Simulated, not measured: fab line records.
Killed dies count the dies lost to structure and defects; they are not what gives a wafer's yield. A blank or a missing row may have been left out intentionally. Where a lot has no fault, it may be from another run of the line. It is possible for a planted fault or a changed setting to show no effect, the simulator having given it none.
Matching of chambers | flow sky130 | SKY_CONTACT_ETCH_17 on rie-diel-02 has 4 sister chambers
The step etches SiO2 in C4F8/O2/Ar, stops on Si3N4, target depth 340 nm. 4 wafers are shown with their chamber, then 7 later ones without.

## WAFERS PAIRED WITH THEIR CHAMBERS
wafer  | chamber | oes-product-au (a.u.)
L827.6 | 1       | 0.888
L829.5 | 2       | 0.896
L840.2 | 0       | 0.893
L840.5 | 3       | 0.892

## WAFERS WITHOUT THEIR CHAMBER
wafer  | oes-product-au (a.u.)
L840.6 | 0.896
L844.1 | 0.890
L844.3 | 0.888
L844.6 | 0.897
L846.1 | 0.888
L846.2 | 0.897
L846.5 | 0.896

## CHAMBER TAKEN BY EACH
wafer  | from the rows above          | in truth
L840.6 | 2                            | 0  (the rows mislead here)
L844.1 | can't be placed: 1 or 3 or 0 | 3
L844.3 | 1                            | 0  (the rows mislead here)
L844.6 | 2                            | 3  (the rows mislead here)
L846.1 | 1                            | 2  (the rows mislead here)
L846.2 | 2                            | 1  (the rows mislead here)
L846.5 | 2                            | 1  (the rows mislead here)
Placed correctly: 0 of 7. These rows do not allow placing 1 (true chamber among the candidates in 1). 6 placed wrongly.
How it was worked out, from the rows above alone: a wafer's distance from a chamber is the root of the sum, over the readings, of the square of ((its reading less the chamber's mean) divided by the reading's scatter). If the next closest chamber is less than 2 further off than the closest, the wafer can't be placed; otherwise it belongs to the closest. A chamber's mean is the mean of its shown wafers. The scatter: with one shown wafer a chamber, the root of the mean of the squares of how far each hidden wafer lies from its nearest shown one.
